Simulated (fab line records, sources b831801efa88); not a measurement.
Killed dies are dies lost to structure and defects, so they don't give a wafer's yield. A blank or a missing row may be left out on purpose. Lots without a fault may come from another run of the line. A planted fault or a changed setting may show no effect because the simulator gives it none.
fab line records | flow gf180mcu
record lots=5 wafers=15 last_day=33
route steps=602 shown PSD@248 NSD@262 SAB@264 SALICIDE@278 CONTACT@287
lots that met no fault: from a run of the same line without faults
start_h: hours from the record's first day to the start of the lot's first wafer shown | wait_h: hours since the lot's step before | " the same as in the row above | L1.1+2: a row that stands for several wafers | - no value, or no start given | * or withheld: withheld | < > ~ a bound
route shown NAME@n: a module of which the file shows steps, and the number in the route of the first | usual: mean/standard deviation of fault-free wafers | same: alike in all rows | chamber/n: place in a boat | sites: the reading at each site | _std_site: their standard deviation | _edge_site: outer sites' mean less inner sites' | radius_mm: how far each site lies from the wafer's centre | mask NAME#n: copy n | behind: the tool/chamber that last shaped the wafer | hold: why the lot was held/for how many hours/how that ended | device: the transistor (n, p or np) that didn't switch | end of line: the same wafers' tests at the end of the route | a step without rows: its recipe alone | killed: dies lost to structure and defects at the first sort, not the wafer's yield | map: a wafer's dies, x killed, . not, _ none there
set.NAME: the setting as run; set.NAME@STEP: as run at that earlier step | model.NAME: the simulator's own value behind a step, which no gauge read
lots at some steps of the route; a table a step, a row a wafer
services: from which hour (start_h, from the record's first day; less than 0 if before it) a tool's chamber was out of use, for how many hours, and why
## steps
# step GF_PSD_DEHYDRATE_00
# recipe temp_c=200 time_s=60
# usual plate_temp_C=200.00/0.16
# columns lot.wafer tool chamber start_h wait_h plate_temp_C
L081.1 litho_track-03 0 366.63 10.7 199.83
L081.3 " 0 " " 199.96
L081.5 " 0 " " 199.68
L083.1 litho_track-01 0 377.41 10.9 200.05
L083.3 " 0 " " 200.15
L083.4 " 0 " " 200.02
L084.2 litho_track-04 0 391.30 10.5 199.88
L084.3 " 0 " " 200.15
L084.5 " 0 " " 200.11
L088.3 litho_track-03 0 437.38 11.4 200.08
L088.4 " 0 " " 199.88
L088.6 " 0 " " 200.01
L090.2 litho_track-03 0 444.00 12.4 199.93
L090.3 " 0 " " 200.01
L090.4 " 0 " " 199.86
# step GF_PSD_HMDS_01
# recipe prime_time_s=60 prime_temp_c=120
# columns lot.wafer tool chamber start_h wait_h
L081.1+3+5 litho_track-03 0 366.78 0.1
L083.1+3+4 litho_track-01 0 377.56 0.1
L084.2+3+5 litho_track-04 0 391.45 0.1
L088.3+4+6 litho_track-03 0 437.53 0.1
L090.2+3+4 litho_track-03 0 444.15 0.1
# step GF_PSD_COAT_02
# recipe resist=NOVOLAK spin_rpm=3000 resist_thk_nm=1000
# columns lot.wafer tool chamber start_h wait_h
L081.1+3+5 litho_track-03 0 366.93 0.1
L083.1+3+4 litho_track-01 0 377.71 0.1
L084.2+3+5 litho_track-04 0 391.60 0.1
L088.3+4+6 litho_track-03 0 437.68 0.1
L090.2+3+4 litho_track-03 0 444.30 0.1
# step GF_PSD_SOFTBAKE_03
# recipe temp_c=90 time_s=60 resist=NOVOLAK
# usual plate_temp_C=90.00/0.12
# columns lot.wafer tool chamber start_h wait_h plate_temp_C
L081.1 litho_track-03 0 367.08 0.1 90.05
L081.3 " 0 " " 90.12
L081.5 " 0 " " 89.95
L083.1 litho_track-01 0 377.86 0.1 90.17
L083.3 " 0 " " 90.05
L083.4 " 0 " " 90.23
L084.2 litho_track-04 0 391.75 0.1 89.98
L084.3 " 0 " " 90.00
L084.5 " 0 " " 89.80
L088.3 litho_track-03 0 437.83 0.1 89.79
L088.4 " 0 " " 89.91
L088.6 " 0 " " 90.00
L090.2 litho_track-03 0 444.45 0.1 89.91
L090.3 " 0 " " 89.99
L090.4 " 0 " " 89.86
# step GF_PSD_EXPOSE_04
# recipe mask_id=Pplus target_cd_nm=400 na=0.6 source_shape=conventional sigma_outer=0.6 dose_mj=140
# columns lot.wafer tool chamber start_h wait_h mask
L081.1+3+5 iline_stepper-01 0 - - Pplus#0
L083.1+3+4 iline_stepper-02 0 - - Pplus#0
L084.2+3+5 iline_stepper-01 0 - - Pplus#0
L088.3+4+6 iline_stepper-02 0 - - Pplus#0
L090.2+3+4 iline_stepper-01 0 - - Pplus#0
# step GF_PSD_PEB_05
# recipe temp_c=withheld time_s=* resist=NOVOLAK
# columns lot.wafer tool chamber start_h wait_h
L081.1+3+5 litho_track-04 0 - -
L083.1+3+4 litho_track-01 0 - -
L084.2+3+5 litho_track-01 0 - -
L088.3+4+6 litho_track-01 0 - -
L090.2+3+4 litho_track-04 0 - -
# step GF_PSD_DEVELOP_06
# recipe develop_time_s=60 dev_temp_c=23
# columns lot.wafer tool chamber start_h wait_h
L081.1+3+5 litho_track-04 0 378.52 0.1
L083.1+3+4 litho_track-01 0 389.41 0.1
L084.2+3+5 litho_track-01 0 403.29 0.1
L088.3+4+6 litho_track-01 0 450.01 0.1
L090.2+3+4 litho_track-04 0 456.09 0.1
# step GF_PSD_CD_MEAS_07
# recipe target_cd_nm=400
# usual cd_nm=400.4/2.1
# columns lot.wafer tool chamber start_h wait_h cd_nm
L081.1 cd_sem-02 - 378.67 0.1 402.8
L081.3 " - " " 401.3
L081.5 " - " " 401.8
L083.1 cd_sem-02 - 389.56 0.1 396.6
L083.3 " - " " 399.3
L083.4 " - " " 397.5
L084.2 cd_sem-01 - 403.43 0.1 403.0
L084.3 " - " " 401.6
L084.5 " - " " 399.1
L088.3 cd_sem-02 - 450.15 0.1 396.9
L088.4 " - " " 396.4
L088.6 " - " " 397.5
L090.2 cd_sem-01 - 456.24 0.1 400.6
L090.3 " - " " 401.5
L090.4 " - " " 401.0
# step GF_PSD_OVL_MEAS_08
# usual PSD_OVL=0.0/1.2
# columns lot.wafer tool chamber start_h wait_h PSD_OVL[nm]
L081.1 overlay-01 - 378.79 0.1 0.8
L081.3 " - " " -1.3
L081.5 " - " " -0.6
L083.1 overlay-01 - 389.68 0.1 -1.5
L083.3 " - " " -0.9
L083.4 " - " " -0.2
L084.2 overlay-01 - 403.54 0.1 0.7
L084.3 " - " " 1.3
L084.5 " - " " 0.9
L088.3 overlay-01 - 450.25 0.1 0.7
L088.4 " - " " -0.5
L088.6 " - " " 0.6
L090.2 overlay-01 - 456.35 0.1 0.3
L090.3 " - " " -0.2
L090.4 " - " " 0.4
# step GF_PSD_IMPLANT_09
# recipe species=BF2 energy_kev=40 dose_cm2=1.5e+15 tilt_deg=7
# columns lot.wafer tool chamber start_h wait_h
L081.1+3+5 implanter-01 0 378.83 0.0
L083.1+3+4 implanter-01 0 389.72 0.0
L084.2+3+5 implanter-01 0 403.60 0.0
L088.3+4+6 implanter-03 0 450.32 0.1
L090.2+3+4 implanter-04 0 456.40 0.0
# step GF_PSD_STRIP_10
# recipe chemistry=O2/N2 power_w=1400 pressure_mtorr=1500 platen_temp_c=250 o2_flow_sccm=3000 n2_flow_sccm=300 overash_fraction=0.5
# usual drypump_motor_current_A=5.71/0.29 heater_power_w=342/49 oes_product_au=0.592/0.0048 strip_time_to_endpoint_s=16.54/0.037
# columns lot.wafer tool chamber start_h wait_h drypump_motor_current_A heater_power_w oes_product_au rf_hours_counter_h strip_time_to_endpoint_s
L081.1 plasma_asher-02 1 378.98 0.1 5.32 324 0.589 76 16.60
L081.3 " 1 " " 5.30 326 0.599 - 16.49
L081.5 " 1 " " 5.32 319 0.595 - 16.54
L083.1 plasma_asher-02 1 389.87 0.1 5.30 335 0.584 77 16.55
L083.3 " 0 " " 6.03 297 0.590 - 16.60
L083.4 " 1 " " 5.31 329 0.595 - 16.56
L084.2 plasma_asher-03 1 403.72 0.1 5.48 318 0.590 63 16.54
L084.3 " 0 " " 5.79 328 0.595 - 16.54
L084.5 " 0 " " 5.80 331 0.589 - 16.54
L088.3 plasma_asher-03 0 450.45 0.1 5.79 333 0.588 - 16.55
L088.4 " 1 " " 5.54 328 0.592 - 16.57
L088.6 " 0 " " 5.79 329 0.594 - 16.57
L090.2 plasma_asher-03 1 456.53 0.1 5.48 318 0.591 68 16.57
L090.3 " 0 " " 5.81 328 0.590 - 16.56
L090.4 " 1 " " 5.50 319 0.591 - 16.57
# step GF_PSD_TW_MEAS_11
# usual PSD_TW=3215/28
# columns lot.wafer tool chamber start_h wait_h PSD_TW
L081.1 film_metro-02 - 379.08 0.1 3220
L081.3 " - " " 3201
L081.5 " - " " 3218
L083.1 film_metro-01 - 389.97 0.1 3247
L083.3 " - " " 3241
L083.4 " - " " 3237
L084.2 film_metro-02 - 403.83 0.1 3203
L084.3 " - " " 3206
L084.5 " - " " 3190
L088.3 film_metro-01 - 450.54 0.1 3231
L088.4 " - " " 3212
L088.6 " - " " 3228
L090.2 film_metro-02 - 456.64 0.1 3200
L090.3 " - " " 3190
L090.4 " - " " 3195
# step GF_PSD_CLEAN_12
# recipe chemistry=SC1/SC2 mix=1:4:20 temp_c=70 time_s=150 dry=n2_spin
# columns lot.wafer tool chamber start_h wait_h
L081.1+3+5 wet_bench-03 3 379.14 0.1
L083.1+3+4 wet_bench-02 2 390.03 0.1
L084.2+3+5 wet_bench-01 0 403.88 0.0
L088.3+4+6 wet_bench-02 2 450.58 0.0
L090.2+3+4 wet_bench-03 3 456.69 0.0
# step GF_PSD_RTA_13
# recipe temp_c=1025 time_s=20 ambient=N2
# usual lamp_power_pct=36/4.5 wafer_temp_C_max=1029.7/1.1
# columns lot.wafer tool chamber start_h wait_h lamp_power_pct wafer_temp_C_max
L081.1 rtp_anneal-02 0 379.19 0.0 31 1029.5
L081.3 " 0 " " 31 1029.3
L081.5 " 0 " " 31 1029.5
L083.1 rtp_anneal-01 0 390.08 0.0 40 1029.4
L083.3 " 0 " " 40 1031.7
L083.4 " 0 " " 40 1030.2
L084.2 rtp_anneal-01 0 403.94 0.0 40 1029.9
L084.3 " 0 " " 40 1030.8
L084.5 " 0 " " 40 1030.6
L088.3 rtp_anneal-02 0 450.66 0.0 31 1028.0
L088.4 " 0 " " 31 1027.6
L088.6 " 0 " " 31 1029.7
L090.2 rtp_anneal-01 0 456.75 0.0 40 1030.8
L090.3 " 0 " " 40 1030.3
L090.4 " 0 " " 40 1029.8
# step GF_PSD_RS_MEAS_14
# recipe thk_meas_gauge=four-point-probe
# usual NSD_RS=46.10/0.082
# columns lot.wafer tool chamber start_h wait_h NSD_RS[ohm/sq]
L081.1 film_metro-01 - 379.27 0.1 46.04
L081.3 " - " " 46.00
L081.5 " - " " 46.13
L083.1 film_metro-01 - 390.26 0.2 46.01
L083.3 " - " " 46.04
L083.4 " - " " 46.08
L084.2 film_metro-01 - 404.03 0.1 46.10
L084.3 " - " " 46.21
L084.5 " - " " 46.14
L088.3 film_metro-04 - 450.75 0.1 46.14
L088.4 " - " " 46.21
L088.6 " - " " 46.15
L090.2 film_metro-01 - 456.84 0.1 46.12
L090.3 " - " " 46.10
L090.4 " - " " 46.03
# step GF_PSD_RS_MEAS_15
# recipe thk_meas_gauge=four-point-probe
# usual PSD_RS=108.48/0.26
# columns lot.wafer tool chamber start_h wait_h PSD_RS[ohm/sq]
L081.1 film_metro-01 - 379.39 0.1 108.48
L081.3 " - " " 108.60
L081.5 " - " " 108.72
L083.1 film_metro-01 - 390.38 0.1 108.42
L083.3 " - " " 108.44
L083.4 " - " " 108.72
L084.2 film_metro-01 - 404.15 0.1 108.70
L084.3 " - " " 108.65
L084.5 " - " " 108.62
L088.3 film_metro-04 - 450.87 0.1 108.09
L088.4 " - " " 108.50
L088.6 " - " " 108.69
L090.2 film_metro-01 - 456.96 0.1 108.45
L090.3 " - " " 108.50
L090.4 " - " " 108.43
# step GF_SAB_CVD_00
# recipe material=SiO2 target_thk_nm=50 precursor=TEOS temp_c=400 time_s=4.9302 rf_w=600
# usual heater_power_w=728/87
# columns lot.wafer tool chamber start_h wait_h heater_power_w
L081.1 pecvd-03 2 379.51 0.1 641
L081.3 " 1 " " 795
L081.5 " 2 " " 630
L083.1 pecvd-04 1 390.50 0.1 885
L083.3 " 2 " " 625
L083.4 " 2 " " 633
L084.2 pecvd-04 0 404.25 0.1 873
L084.3 " 1 " " 792
L084.5 " 2 " " 675
L088.3 pecvd-04 0 450.95 0.1 770
L088.4 " 1 " " 786
L088.6 " 0 " " 807
L090.2 pecvd-04 1 457.06 0.1 887
L090.3 " 2 " " 621
L090.4 " 1 " " 873
# step GF_SAB_THK_MEAS_01
# recipe reads=SiO2_of_SAB_CVD_00
# usual SAB_CVD_00_THK=49.8/0.7
# columns lot.wafer tool chamber start_h wait_h SAB_CVD_00_THK[nm]
L081.1 film_metro-02 - 379.53 0.0 49.7
L081.3 " - " " 49.0
L081.5 " - " " 50.4
L083.1 film_metro-03 - 390.52 0.0 50.3
L083.3 " - " " 49.7
L083.4 " - " " 51.0
L084.2 film_metro-02 - 404.28 0.0 49.4
L084.3 " - " " 50.0
L084.5 " - " " 50.6
L088.3 film_metro-02 - 450.99 0.0 49.6
L088.4 " - " " 50.6
L088.6 " - " " 50.0
L090.2 film_metro-03 - 457.09 0.0 49.5
L090.3 " - " " 49.6
L090.4 " - " " 50.3
# step GF_SAB_DEHYDRATE_02
# recipe temp_c=200 time_s=60
# usual plate_temp_C=200.00/0.14
# columns lot.wafer tool chamber start_h wait_h plate_temp_C
L081.1 litho_track-02 0 390.24 10.7 200.12
L081.3 " 0 " " 199.92
L081.5 " 0 " " 199.90
L083.1 litho_track-02 0 401.44 10.9 200.14
L083.3 " 0 " " 200.00
L083.4 " 0 " " 199.83
L084.2 litho_track-02 0 415.26 11.0 200.32
L084.3 " 0 " " 199.99
L084.5 " 0 " " 199.94
L088.3 litho_track-02 0 462.54 11.5 199.85
L088.4 " 0 " " 199.84
L088.6 " 0 " " 199.99
L090.2 litho_track-02 0 468.66 11.6 199.76
L090.3 " 0 " " 200.05
L090.4 " 0 " " 199.87
# step GF_SAB_HMDS_03
# recipe prime_time_s=60 prime_temp_c=120
# columns lot.wafer tool chamber start_h wait_h
L081.1+3+5 litho_track-02 0 390.39 0.1
L083.1+3+4 litho_track-02 0 401.59 0.1
L084.2+3+5 litho_track-02 0 415.41 0.1
L088.3+4+6 litho_track-02 0 462.69 0.1
L090.2+3+4 litho_track-02 0 468.81 0.1
# step GF_SAB_COAT_04
# recipe resist=NOVOLAK spin_rpm=3000 resist_thk_nm=1000
# columns lot.wafer tool chamber start_h wait_h
L081.1+3+5 litho_track-02 0 390.54 0.1
L083.1+3+4 litho_track-02 0 401.74 0.1
L084.2+3+5 litho_track-02 0 415.56 0.1
L088.3+4+6 litho_track-02 0 462.84 0.1
L090.2+3+4 litho_track-02 0 468.96 0.1
# step GF_SAB_SOFTBAKE_05
# recipe temp_c=90 time_s=60 resist=NOVOLAK
# usual plate_temp_C=90.00/0.13
# columns lot.wafer tool chamber start_h wait_h plate_temp_C
L081.1 litho_track-02 0 390.69 0.1 90.20
L081.3 " 0 " " 89.76
L081.5 " 0 " " 90.10
L083.1 litho_track-02 0 401.89 0.1 90.01
L083.3 " 0 " " 89.93
L083.4 " 0 " " 89.87
L084.2 litho_track-02 0 415.71 0.1 90.17
L084.3 " 0 " " 90.04
L084.5 " 0 " " 90.21
L088.3 litho_track-02 0 462.99 0.1 90.17
L088.4 " 0 " " 90.03
L088.6 " 0 " " 90.09
L090.2 litho_track-02 0 469.11 0.1 90.14
L090.3 " 0 " " 90.08
L090.4 " 0 " " 90.05
# step GF_SAB_EXPOSE_06
# recipe mask_id=SAB target_cd_nm=420 na=0.6 source_shape=conventional sigma_outer=0.6 dose_mj=140
# columns lot.wafer tool chamber start_h wait_h mask
L081.1+3+5 iline_stepper-02 0 - - SAB#0
L083.1+3+4 iline_stepper-02 0 - - SAB#0
L084.2+3+5 iline_stepper-02 0 - - SAB#0
L088.3+4+6 iline_stepper-01 0 - - SAB#0
L090.2+3+4 iline_stepper-02 0 - - SAB#0
# step GF_SAB_PEB_07
# recipe temp_c=withheld time_s=* resist=NOVOLAK
# columns lot.wafer tool chamber start_h wait_h
L081.1+3+5 litho_track-04 0 - -
L083.1+3+4 litho_track-01 0 - -
L084.2+3+5 litho_track-01 0 - -
L088.3+4+6 litho_track-04 0 - -
L090.2+3+4 litho_track-04 0 - -
# step GF_SAB_DEVELOP_08
# recipe develop_time_s=60 dev_temp_c=23
# columns lot.wafer tool chamber start_h wait_h
L081.1+3+5 litho_track-04 0 401.82 0.1
L083.1+3+4 litho_track-01 0 413.71 0.1
L084.2+3+5 litho_track-01 0 426.99 0.1
L088.3+4+6 litho_track-04 0 474.92 0.1
L090.2+3+4 litho_track-04 0 480.94 0.1
# step GF_SAB_CD_MEAS_09
# recipe target_cd_nm=420
# usual cd_nm=420.4/1.9
# columns lot.wafer tool chamber start_h wait_h cd_nm
L081.1 cd_sem-02 - 401.97 0.1 418.5
L081.3 " - " " 420.3
L081.5 " - " " 418.4
L083.1 cd_sem-02 - 413.86 0.1 421.0
L083.3 " - " " 422.4
L083.4 " - " " 422.1
L084.2 cd_sem-01 - 427.13 0.1 421.0
L084.3 " - " " 422.8
L084.5 " - " " 420.1
L088.3 cd_sem-01 - 475.06 0.1 420.6
L088.4 " - " " 421.0
L088.6 " - " " 421.6
L090.2 cd_sem-01 - 481.09 0.1 420.1
L090.3 " - " " 419.4
L090.4 " - " " 420.6
# step GF_SAB_OVL_MEAS_10
# usual SAB_OVL=1.1/1.5
# columns lot.wafer tool chamber start_h wait_h SAB_OVL[nm]
L081.1 overlay-02 - 402.09 0.1 -0.1
L081.3 " - " " 0.8
L081.5 " - " " 0.9
L083.1 overlay-02 - 413.98 0.1 0.0
L083.3 " - " " 0.7
L083.4 " - " " 0.0
L084.2 overlay-01 - 427.24 0.1 2.7
L084.3 " - " " 1.1
L084.5 " - " " 2.2
L088.3 overlay-01 - 475.15 0.1 3.4
L088.4 " - " " 2.4
L088.6 " - " " 1.1
L090.2 overlay-02 - 481.20 0.1 -0.3
L090.3 " - " " -0.5
L090.4 " - " " -1.9
# step GF_SAB_ETCH_11
# recipe chemistry=C4F8/O2/Ar mask_material=NOVOLAK target=SiO2 target_depth_nm=55 source_w=1500 bias_w=1200 pressure_mtorr=40 c4f8_flow_sccm=withheld O2_flow_sccm=6 Ar_flow_sccm=300 time_s=8.5
# usual oes_product_au=0.998/0.0093
# columns lot.wafer tool chamber start_h wait_h oes_product_au rf_hours_counter_h
L081.1 rie_diel-01 0 402.13 0.0 0.995 49
L081.3 " 2 " " 1.001 31
L081.5 " 2 " " 1.005 -
L083.1 rie_diel-02 1 414.02 0.0 0.989 8
L083.3 " 2 " " 1.007 7
L083.4 " 3 " " 1.004 1
L084.2 rie_diel-03 3 427.27 0.0 1.004 29
L084.3 " 0 " " 0.981 72
L084.5 " 0 " " 0.983 -
L088.3 rie_diel-03 3 475.18 0.0 1.009 31
L088.4 " 0 " " 0.989 74
L088.6 " 0 " " 0.994 -
L090.2 rie_diel-01 0 481.23 0.0 0.991 52
L090.3 " 1 " " 0.988 15
L090.4 " 3 " " 0.996 68
# step GF_SAB_WET_ETCH_12
# recipe chemistry=dHF target_depth_nm=22 dry=n2_spin target=SiO2 temp_c=25 dilution=100:1 time_s=440
# columns lot.wafer tool chamber start_h wait_h
L081.1+3+5 wet_bench-04 2 402.15 0.0
L083.1+3+4 wet_bench-04 1 414.04 0.0
L084.2+3+5 wet_bench-04 1 427.29 0.0
L088.3+4+6 wet_bench-02 0 475.20 0.0
L090.2+3+4 wet_bench-02 1 481.25 0.0
# step GF_SAB_STRIP_13
# recipe chemistry=O2/N2 power_w=1400 pressure_mtorr=1500 platen_temp_c=250 o2_flow_sccm=3000 n2_flow_sccm=300 overash_fraction=0.5
# usual drypump_motor_current_A=5.67/0.28 heater_power_w=360/52 oes_product_au=0.709/0.0042 strip_time_to_endpoint_s=12.62/0.033
# columns lot.wafer tool chamber start_h wait_h drypump_motor_current_A heater_power_w oes_product_au rf_hours_counter_h strip_time_to_endpoint_s
L081.1 plasma_asher-04 0 402.28 0.0 5.68 309 0.703 29 12.61
L081.3 " 1 " " 5.37 383 0.712 - 12.62
L081.5 " 1 " " 5.38 381 0.703 - 12.63
L083.1 plasma_asher-03 0 414.17 0.0 5.80 334 0.706 64 12.63
L083.3 " 1 " " 5.53 325 0.707 - 12.70
L083.4 " 0 " " 5.81 331 0.714 - 12.64
L084.2 plasma_asher-04 0 427.42 0.0 5.64 320 0.712 32 12.63
L084.3 " 1 " " 5.39 375 0.709 - 12.65
L084.5 " 1 " " 5.36 376 0.710 - 12.65
L088.3 plasma_asher-01 0 475.36 0.0 5.56 458 0.711 - 12.72
L088.4 " 1 " " 6.20 327 0.714 - 12.69
L088.6 " 1 " " 6.23 342 0.718 - 12.68
L090.2 plasma_asher-03 1 481.38 0.0 5.51 313 0.711 70 12.61
L090.3 " 1 " " 5.54 317 0.709 - 12.61
L090.4 " 0 " " 5.81 331 0.709 - 12.60
# step GF_SALICIDE_CLEAN_00
# recipe chemistry=SC1/SC2 mix=1:4:20 temp_c=70 time_s=150
# columns lot.wafer tool chamber start_h wait_h
L081.1+3+5 wet_bench-04 2 402.38 0.1
L083.1+3+4 wet_bench-03 1 414.27 0.1
L084.2+3+5 wet_bench-02 0 427.52 0.1
L088.3+4+6 wet_bench-02 3 475.43 0.0
L090.2+3+4 wet_bench-03 3 481.48 0.1
# step GF_SALICIDE_WET_ETCH_01
# recipe chemistry=dHF target_depth_nm=5 dry=ipa_marangoni target=SiO2 temp_c=25 dilution=100:1 time_s=100
# columns lot.wafer tool chamber start_h wait_h
L081.1+3+5 wet_bench-02 3 402.43 0.0
L083.1+3+4 wet_bench-02 3 414.32 0.0
L084.2+3+5 wet_bench-03 3 427.57 0.0
L088.3+4+6 wet_bench-02 3 475.48 0.0
L090.2+3+4 wet_bench-04 1 481.53 0.0
# step GF_SALICIDE_SPUTTER_02
# recipe material=Co target_thk_nm=10 power_w=1000 time_s=20 chamber_pressure_pa=0.4
# usual throttle_valve_pct=30.4/0.86
# columns lot.wafer tool chamber start_h wait_h throttle_valve_pct
L081.1 pvd_sputter-02 - 402.47 0.0 30.2
L081.3 " - " " 28.9
L081.5 " - " " 29.5
L083.1 pvd_sputter-02 - 414.36 0.0 29.7
L083.3 " - " " 28.8
L083.4 " - " " 30.6
L084.2 pvd_sputter-02 - 427.61 0.0 30.4
L084.3 " - " " 28.9
L084.5 " - " " 29.7
L088.3 pvd_sputter-01 - 475.51 0.0 30.9
L088.4 " - " " 29.0
L088.6 " - " " 29.2
L090.2 pvd_sputter-01 - 481.56 0.0 29.5
L090.3 " - " " 31.0
L090.4 " - " " 31.1
# step GF_SALICIDE_SPUTTER_03
# recipe material=TiN target_thk_nm=20 power_w=6500 time_s=16.7 chamber_pressure_pa=0.4
# usual throttle_valve_pct=30.4/0.89
# columns lot.wafer tool chamber start_h wait_h throttle_valve_pct
L081.1 pvd_sputter-02 - 402.50 0.0 30.6
L081.3 " - " " 28.8
L081.5 " - " " 29.6
L083.1 pvd_sputter-02 - 414.39 0.0 29.6
L083.3 " - " " 28.9
L083.4 " - " " 30.5
L084.2 pvd_sputter-02 - 427.64 0.0 30.5
L084.3 " - " " 28.7
L084.5 " - " " 29.4
L088.3 pvd_sputter-01 - 475.54 0.0 30.9
L088.4 " - " " 29.2
L088.6 " - " " 29.3
L090.2 pvd_sputter-01 - 481.59 0.0 29.0
L090.3 " - " " 31.1
L090.4 " - " " 30.8
# step GF_SALICIDE_RS_MEAS_04
# recipe thk_meas_gauge=four-point-probe reads=TiN_of_SALICIDE_SPUTTER_03+Co_of_SALICIDE_SPUTTER_02
# usual SALICIDE_TIN_RS=16.4/0.3
# columns lot.wafer tool chamber start_h wait_h SALICIDE_TIN_RS[ohm/sq]
L081.1 film_metro-01 - 402.52 0.0 16.8
L081.3 " - " " 16.7
L081.5 " - " " 16.5
L083.1 film_metro-01 - 414.42 0.0 16.1
L083.3 " - " " 16.2
L083.4 " - " " 15.9
L084.2 film_metro-04 - 427.68 0.0 16.3
L084.3 " - " " 16.6
L084.5 " - " " 16.7
L088.3 film_metro-01 - 475.61 0.1 16.3
L088.4 " - " " 16.6
L088.6 " - " " 16.5
L090.2 film_metro-04 - 481.64 0.0 16.6
L090.3 " - " " 16.5
L090.4 " - " " 16.2
# step GF_SALICIDE_THK_MEAS_05
# recipe thk_meas_gauge=xrf reads=TiN_of_SALICIDE_SPUTTER_03
# usual SALICIDE_TIN_THK=19.7/0.34
# columns lot.wafer tool chamber start_h wait_h SALICIDE_TIN_THK[nm]
L081.1 film_metro-01 - 402.64 0.1 19.2
L081.3 " - " " 19.0
L081.5 " - " " 19.3
L083.1 film_metro-01 - 414.54 0.1 19.6
L083.3 " - " " 19.5
L083.4 " - " " 20.0
L084.2 film_metro-04 - 427.79 0.1 19.4
L084.3 " - " " 19.3
L084.5 " - " " 19.2
L088.3 film_metro-01 - 475.71 0.1 19.7
L088.4 " - " " 19.4
L088.6 " - " " 19.6
L090.2 film_metro-04 - 481.75 0.1 19.1
L090.3 " - " " 19.3
L090.4 " - " " 19.4
# step GF_SALICIDE_RTA_06
# recipe temp_c=530 time_s=30 ambient=N2
# usual lamp_power_pct=6.7/0.76 wafer_temp_C_max=532.5/0.57
# columns lot.wafer tool chamber start_h wait_h lamp_power_pct wafer_temp_C_max
L081.1 rtp_anneal-01 0 402.70 0.1 7.3 533.2
L081.3 " 0 " " 7.3 532.6
L081.5 " 0 " " 7.3 532.1
L083.1 rtp_anneal-02 0 414.60 0.1 5.7 531.8
L083.3 " 0 " " 5.7 532.4
L083.4 " 0 " " 5.6 531.9
L084.2 rtp_anneal-01 0 427.87 0.1 7.3 532.7
L084.3 " 0 " " 7.3 532.6
L084.5 " 0 " " 7.3 532.6
L088.3 rtp_anneal-01 0 475.78 0.1 7.3 532.7
L088.4 " 0 " " 7.3 533.4
L088.6 " 0 " " 7.3 532.0
L090.2 rtp_anneal-02 0 481.81 0.1 5.7 531.8
L090.3 " 0 " " 5.7 532.0
L090.4 " 0 " " 5.7 531.9
# step GF_SALICIDE_WET_ETCH_07
# recipe chemistry=SPM target_depth_nm=120 dry=n2_spin
# columns lot.wafer tool chamber start_h wait_h
L081.1+3+5 wet_bench-04 1 402.80 0.1
L083.1+3+4 wet_bench-04 0 414.70 0.1
L084.2+3+5 wet_bench-04 1 428.04 0.1
L088.3+4+6 wet_bench-03 3 475.85 0.1
L090.2+3+4 wet_bench-02 1 481.90 0.1
# step GF_SALICIDE_RTA_08
# recipe temp_c=800 time_s=30 ambient=N2
# usual lamp_power_pct=17.2/2.1 wafer_temp_C_max=803.5/0.91
# columns lot.wafer tool chamber start_h wait_h lamp_power_pct wafer_temp_C_max
L081.1 rtp_anneal-02 0 402.89 0.0 15.7 802.4
L081.3 " 0 " " 15.7 803.5
L081.5 " 0 " " 15.7 803.3
L083.1 rtp_anneal-01 0 414.79 0.0 20.2 804.7
L083.3 " 0 " " 20.2 803.9
L083.4 " 0 " " 20.2 804.7
L084.2 rtp_anneal-02 0 428.15 0.0 15.7 803.6
L084.3 " 0 " " 15.7 804.0
L084.5 " 0 " " 15.7 802.8
L088.3 rtp_anneal-02 0 475.97 0.0 15.7 803.0
L088.4 " 0 " " 15.7 803.0
L088.6 " 0 " " 15.7 803.2
L090.2 rtp_anneal-02 0 482.01 0.0 15.7 802.6
L090.3 " 0 " " 15.7 804.0
L090.4 " 0 " " 15.7 803.1
# step GF_CONTACT_CVD_00
# recipe material=SiO2 target_thk_nm=300 sigma_open_frac=0.3 temp_c=400 time_s=50 sih4_flow_sccm=60 pressure_mtorr=6
# columns lot.wafer tool chamber start_h wait_h
L081.1+3+5 hdpcvd-01 0 402.99 0.1
L083.1+3+4 hdpcvd-02 0,1,0 414.89 0.1
L084.2+3+5 hdpcvd-01 2,0,1 428.23 0.1
L088.3+4+6 hdpcvd-02 1,1,0 476.04 0.1
L090.2+3+4 hdpcvd-02 1,2,0 482.09 0.1
# step GF_CONTACT_THK_MEAS_01
# recipe reads=SiO2_of_CONTACT_CVD_00
# usual CONTACT_CVD_00_THK=299.3/2.9
# columns lot.wafer tool chamber start_h wait_h CONTACT_CVD_00_THK[nm]
L081.1 film_metro-02 - 403.06 0.0 296.1
L081.3 " - " " 293.3
L081.5 " - " " 294.1
L083.1 film_metro-02 - 414.93 0.0 303.1
L083.3 " - " " 305.1
L083.4 " - " " 303.0
L084.2 film_metro-02 - 428.29 0.0 298.3
L084.3 " - " " 296.2
L084.5 " - " " 298.3
L088.3 film_metro-04 - 476.10 0.0 299.3
L088.4 " - " " 298.8
L088.6 " - " " 301.2
L090.2 film_metro-04 - 482.17 0.1 301.7
L090.3 " - " " 302.4
L090.4 " - " " 303.2
# step GF_CONTACT_CVD_02
# recipe material=SiO2 target_thk_nm=860 precursor=TEOS temp_c=400 time_s=95.992 rf_w=600
# usual heater_power_w=657/79
# columns lot.wafer tool chamber start_h wait_h heater_power_w
L081.1 pecvd-03 0 403.12 0.1 648
L081.3 " 2 " " 740
L081.5 " 2 " " 762
L083.1 pecvd-02 2 414.99 0.1 701
L083.3 " 1 " " 466
L083.4 " 1 " " 506
L084.2 pecvd-03 0 428.34 0.0 736
L084.3 " 1 " " 702
L084.5 " 0 " " 566
L088.3 pecvd-02 1 476.14 0.0 468
L088.4 " 2 " " 731
L088.6 " 0 " " 715
L090.2 pecvd-01 0 482.22 0.0 725
L090.3 " 2 " " 763
L090.4 " 1 " " 565
## services
# columns tool chamber start_h hours kind
rie_diel-02 3 354.23 15.2 repair
pecvd-01 - 360.41 6.0 pm
iline_stepper-01 - 360.42 1.7 pm
pecvd-04 0 362.88 15.2 repair
pvd_sputter-02 - 369.07 4.4 repair
iline_stepper-02 - 370.31 3.6 repair
pecvd-04 - 371.62 14.6 pm
plasma_asher-04 - 373.37 7.0 repair
pecvd-02 - 382.88 2.8 pm
hdpcvd-01 1 388.07 19.9 repair
hdpcvd-01 2 393.74 2.6 repair
pecvd-03 1 394.89 9.0 repair
plasma_asher-03 - 402.16 1.2 repair
pecvd-03 - 406.88 14.6 pm
implanter-01 - 410.17 3.7 pm
wet_bench-04 - 410.80 1.1 repair
rie_diel-01 - 436.50 0.2 repair
pecvd-03 - 444.79 5.5 pm
pecvd-03 1 454.54 6.3 repair
plasma_asher-03 - 464.26 4.4 repair
implanter-01 - 465.65 3.5 repair
hdpcvd-01 - 465.72 0.9 repair
rie_diel-03 2 480.79 11.2 repair
plasma_asher-04 - 481.78 14.6 pm
## key
fault none
